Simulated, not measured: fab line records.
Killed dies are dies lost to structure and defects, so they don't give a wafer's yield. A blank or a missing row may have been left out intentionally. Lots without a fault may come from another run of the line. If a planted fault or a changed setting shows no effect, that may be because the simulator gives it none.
Which of the tools did it? / flow gf180mcu / 13 lots with 38 wafers sampled at 5 steps, on a route of 602 steps

== WHAT THE GAUGES READ, wafer by wafer ==
GF_HV_LDD_TW_MEAS_50.
lot=L889; measured=day 12 07:22; on=film-metro-04; HV_LDD_4_TW=577 575 575
lot=L890; measured=day 12 16:13; on=film-metro-03; HV_LDD_4_TW=567 569 564
lot=L891; measured=day 13 00:17; on=film-metro-03; HV_LDD_4_TW=568 564 567
lot=L892; measured=day 13 06:39; on=film-metro-02; HV_LDD_4_TW=569 567 568
lot=L893; measured=day 14 02:13; on=film-metro-02; HV_LDD_4_TW=569 569 566
lot=L894; measured=day 14 02:31; on=film-metro-02; HV_LDD_4_TW=570 567 567
lot=L895; measured=day 14 15:21; on=film-metro-02; HV_LDD_4_TW=569 567 569
lot=L897; measured=day 15 12:34; on=film-metro-02; HV_LDD_4_TW=573 573 576
lot=L896; measured=day 15 12:52; on=film-metro-03; HV_LDD_4_TW=565 566 564
lot=L898; measured=day 16 09:22; on=film-metro-04; HV_LDD_4_TW=572 572 572
lot=L899; measured=day 16 09:59; on=film-metro-03; HV_LDD_4_TW=566 564 564
lot=L902; measured=day 17 05:47; on=film-metro-02; HV_LDD_4_TW=568 520
lot=L911; measured=day 20 03:31; on=film-metro-04; HV_LDD_4_TW=575 574 572

GF_V1_OVL_MEAS_15.
lot=L889; measured=day 18 02:21; on=overlay-02; V1_OVL (nm)=3 4 0
lot=L890; measured=day 18 12:30; on=overlay-01; V1_OVL (nm)=0 -4 3
lot=L891; measured=day 18 23:28; on=overlay-02; V1_OVL (nm)=-3 -4 -2
lot=L892; measured=day 19 03:34; on=overlay-01; V1_OVL (nm)=0 -6 -10
lot=L893; measured=day 20 02:55; on=overlay-02; V1_OVL (nm)=-1 0 2
lot=L894; measured=day 20 04:39; on=overlay-01; V1_OVL (nm)=-2 -3 -7
lot=L895; measured=day 20 19:10; on=overlay-01; V1_OVL (nm)=-10 -3 2
lot=L897; measured=day 21 19:22; on=overlay-01; V1_OVL (nm)=-7 0 3
lot=L896; measured=day 21 19:31; on=overlay-01; V1_OVL (nm)=0 -2 0
lot=L898; measured=day 22 16:01; on=overlay-02; V1_OVL (nm)=2 -4 6
lot=L899; measured=day 22 16:35; on=overlay-01; V1_OVL (nm)=-4 -4 -1
lot=L902; measured=day 23 12:37; on=overlay-02; V1_OVL (nm)=-6 -10
lot=L911; measured=day 26 03:58; on=overlay-01; V1_OVL (nm)=-8 -8 -1

GF_V3_CD_MEAS_14: target cd 260 nm.
lot=L889; measured=day 22 09:37; on=cd-sem-02; cd-nm (nm)=261.4 260.1 260.9
lot=L890; measured=day 22 19:04; on=cd-sem-02; cd-nm (nm)=261.3 261.1 260.4
lot=L891; measured=day 23 04:29; on=cd-sem-01; cd-nm (nm)=259.5 259.2 259.6
lot=L892; measured=day 23 09:59; on=cd-sem-02; cd-nm (nm)=260.8 259.8 260.4
lot=L893; measured=day 24 06:47; on=cd-sem-01; cd-nm (nm)=260.2 257.8 259.0
lot=L894; measured=day 24 07:53; on=cd-sem-01; cd-nm (nm)=260.9 260.3 260.9
lot=L895; measured=day 24 20:32; on=cd-sem-02; cd-nm (nm)=261.0 260.9 261.8
lot=L897; measured=day 25 18:10; on=cd-sem-01; cd-nm (nm)=260.0 259.8 258.9
lot=L896; measured=day 25 18:26; on=cd-sem-02; cd-nm (nm)=258.7 258.1 259.9
lot=L898; measured=day 26 13:46; on=cd-sem-01; cd-nm (nm)=260.8 260.8 260.0
lot=L899; measured=day 26 14:41; on=cd-sem-01; cd-nm (nm)=259.2 258.5 259.0
lot=L902; measured=day 27 09:34; on=cd-sem-02; cd-nm (nm)=260.6 260.0
lot=L911; measured=day 29 16:31; on=cd-sem-02; cd-nm (nm)=261.5 260.9 260.0

== WHICH TOOL RAN EACH LOT (tool, then ch and the chambers of the sampled wafers, then the start) ==
lot=L889; GF_HV_LDD_IMPLANT_48=implanter-03 ch 0, day 12 07:08; GF_M3_METAL_ETCH_16=rie-metal-04 ch 0,1, day 21 08:24
lot=L890; GF_HV_LDD_IMPLANT_48=implanter-03 ch 0, day 12 15:59; GF_M3_METAL_ETCH_16=rie-metal-04 ch 0,1, day 21 19:04
lot=L891; GF_HV_LDD_IMPLANT_48=implanter-03 ch 0, day 13 00:04; GF_M3_METAL_ETCH_16=rie-metal-04 ch 0,1, day 22 04:30
lot=L892; GF_HV_LDD_IMPLANT_48=implanter-03 ch 0, day 13 06:24; GF_M3_METAL_ETCH_16=rie-metal-01 ch 0,1, day 22 08:55
lot=L893; GF_HV_LDD_IMPLANT_48=implanter-03 ch 0, day 14 01:59; GF_M3_METAL_ETCH_16=rie-metal-03 ch 0,1, day 23 07:25
lot=L894; GF_HV_LDD_IMPLANT_48=implanter-04 ch 0, day 14 02:08; GF_M3_METAL_ETCH_16=rie-metal-01 ch 0,1, day 23 08:17
lot=L895; GF_HV_LDD_IMPLANT_48=implanter-01 ch 0, day 14 15:08; GF_M3_METAL_ETCH_16=rie-metal-04 ch 0,1, day 23 21:17
lot=L897; GF_HV_LDD_IMPLANT_48=implanter-01 ch 0, day 15 12:19; GF_M3_METAL_ETCH_16=rie-metal-03 ch 0,1, day 24 19:24
lot=L896; GF_HV_LDD_IMPLANT_48=implanter-01 ch 0, day 15 12:37; GF_M3_METAL_ETCH_16=rie-metal-04 ch 0,1, day 24 19:44
lot=L898; GF_HV_LDD_IMPLANT_48=implanter-03 ch 0, day 16 09:08; GF_M3_METAL_ETCH_16=rie-metal-04 ch 1, day 25 16:14
lot=L899; GF_HV_LDD_IMPLANT_48=implanter-04 ch 0, day 16 09:47; GF_M3_METAL_ETCH_16=rie-metal-03 ch 0,1, day 25 16:36
lot=L902; GF_HV_LDD_IMPLANT_48=implanter-01 ch 0, day 17 05:34; GF_M3_METAL_ETCH_16=rie-metal-03 ch 0, day 26 11:39
lot=L911; GF_HV_LDD_IMPLANT_48=implanter-04 ch 0, day 20 03:18; GF_M3_METAL_ETCH_16=rie-metal-01 ch 0,1, day 28 19:49
- GF_HV_LDD_IMPLANT_48
- GF_M3_METAL_ETCH_16: etches the open film in Cl2/BCl3, stops on SiO2, target depth 750.8 nm, time 125.1 s.

== AS READ BY THE TOOLS THEMSELVES (means over the sampled wafers that have a number; for cases with no such wafer, the mark the record gives instead) ==
GF_HV_LDD_IMPLANT_48.
lot=L889; tool=implanter-03; beam-energy-keV=25.003; beam-on-s (s)=10.11; faraday-current-uA=168
lot=L890; tool=implanter-03; beam-energy-keV=24.992; beam-on-s (s)=10.05; faraday-current-uA=168
lot=L891; tool=implanter-03; beam-energy-keV=24.999; beam-on-s (s)=10.08; faraday-current-uA=168
lot=L892; tool=implanter-03; beam-energy-keV=25.004; beam-on-s (s)=9.93; faraday-current-uA=171
lot=L893; tool=implanter-03; beam-energy-keV=24.994; beam-on-s (s)=10.02; faraday-current-uA=169
lot=L894; tool=implanter-04; beam-energy-keV=24.998; beam-on-s (s)=9.99; faraday-current-uA=170
lot=L895; tool=implanter-01; beam-energy-keV=25.018; beam-on-s (s)=9.91; faraday-current-uA=171
lot=L897; tool=implanter-01; beam-energy-keV=24.989; beam-on-s (s)=10.08; faraday-current-uA=168
lot=L896; tool=implanter-01; beam-energy-keV=24.997; beam-on-s (s)=9.93; faraday-current-uA=171
lot=L898; tool=implanter-03; beam-energy-keV=24.996; beam-on-s (s)=9.83; faraday-current-uA=172
lot=L899; tool=implanter-04; beam-energy-keV=24.993; beam-on-s (s)=10.21; faraday-current-uA=166
lot=L902; tool=implanter-01; beam-energy-keV=25.017; beam-on-s (s)=9.09; faraday-current-uA=190
lot=L911; tool=implanter-04; beam-energy-keV=25.003; beam-on-s (s)=9.93; faraday-current-uA=171

GF_M3_METAL_ETCH_16.
lot=L889; tool=rie-metal-04; drypump-motor-current-A (A)=5.9; oes-product-au (a.u.)=0.988; rf-fwd-power-W (W)=795.3; throttle-valve-pct (%)=28.233
lot=L890; tool=rie-metal-04; drypump-motor-current-A (A)=6.2; oes-product-au (a.u.)=0.994; rf-fwd-power-W (W)=796.0; throttle-valve-pct (%)=28.231
lot=L891; tool=rie-metal-04; drypump-motor-current-A (A)=6.0; oes-product-au (a.u.)=0.988; rf-fwd-power-W (W)=796.2; throttle-valve-pct (%)=28.232
lot=L892; tool=rie-metal-01; drypump-motor-current-A (A)=5.9; oes-product-au (a.u.)=0.983; rf-fwd-power-W (W)=794.9; throttle-valve-pct (%)=28.239
lot=L893; tool=rie-metal-03; drypump-motor-current-A (A)=5.7; oes-product-au (a.u.)=0.991; rf-fwd-power-W (W)=800.3; throttle-valve-pct (%)=28.247
lot=L894; tool=rie-metal-01; drypump-motor-current-A (A)=5.9; oes-product-au (a.u.)=0.983; rf-fwd-power-W (W)=797.8; throttle-valve-pct (%)=28.239
lot=L895; tool=rie-metal-04; drypump-motor-current-A (A)=6.2; oes-product-au (a.u.)=0.992; rf-fwd-power-W (W)=797.0; throttle-valve-pct (%)=28.235
lot=L897; tool=rie-metal-03; drypump-motor-current-A (A)=5.7; oes-product-au (a.u.)=0.981; rf-fwd-power-W (W)=795.7; throttle-valve-pct (%)=28.229
lot=L896; tool=rie-metal-04; drypump-motor-current-A (A)=6.2; oes-product-au (a.u.)=0.987; rf-fwd-power-W (W)=794.6; throttle-valve-pct (%)=28.228
lot=L898; tool=rie-metal-04; drypump-motor-current-A (A)=6.5; oes-product-au (a.u.)=0.990; rf-fwd-power-W (W)=799.3; throttle-valve-pct (%)=28.215
lot=L899; tool=rie-metal-03; drypump-motor-current-A (A)=5.7; oes-product-au (a.u.)=0.989; rf-fwd-power-W (W)=798.3; throttle-valve-pct (%)=28.216
lot=L902; tool=rie-metal-03; drypump-motor-current-A (A)=5.9; oes-product-au (a.u.)=0.977; rf-fwd-power-W (W)=791.8; throttle-valve-pct (%)=28.234
lot=L911; tool=rie-metal-01; drypump-motor-current-A (A)=6.0; oes-product-au (a.u.)=0.990; rf-fwd-power-W (W)=792.7; throttle-valve-pct (%)=28.238

== THE ANSWER, worked out from the rows above alone ==
Rule: what is usual is taken from the lots themselves. Put in order of their means at a reading, lots are off if they are a third of the lots or fewer, leave a main group of 4 or more, and stand apart from it by a gap of 3 or more times the standard deviation of the main group's means; of several such gaps the widest counts. If all means in a main group match to the digits the tables above print for the reading, that group is not used. Also off: a lot with no number at a reading for which 4 or more lots have one. Any other lot the step has rows for is counted as sound. First the gauges in route order, then the tools' own readings, where a lot's mean is used as printed above. At the first step where some lot is off, the reading lying furthest off is the one used; lots without a number count as furthest.
Off: at GF_HV_LDD_TW_MEAS_50 (HV_LDD_4_TW), L902. For the main group the mean is 569 and the standard deviation 3.5.
A tool fits if, at a process step before that reading, it ran every lot that is off, and no sound lot after the first of them. Not tried: the gauges at GF_HV_LDD_TW_MEAS_50; whatever is off there is also off at GF_HV_LDD_IMPLANT_48, on other tools, and gauge error can't account for it. One fits: implanter-01 at GF_HV_LDD_IMPLANT_48. Its last sound lot is L896 (day 15 12:37), its first lot that is off L902 (day 17 05:34): a fault that began between those two fits.
The tool's own readings at GF_HV_LDD_IMPLANT_48 bear it out: on the lots that are off they differ by more than 5 times the standard deviation of the sound lots' means. beam-on-s reads 9.09 s there against 10.01 s on the sound lots; faraday-current-uA reads 190 there against 169 on the sound lots.

== WHAT WAS PUT IN BY THE SIMULATOR ==
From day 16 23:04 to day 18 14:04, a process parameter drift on implanter-01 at GF_HV_LDD_IMPLANT_48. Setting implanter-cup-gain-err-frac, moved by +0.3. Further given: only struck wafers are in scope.
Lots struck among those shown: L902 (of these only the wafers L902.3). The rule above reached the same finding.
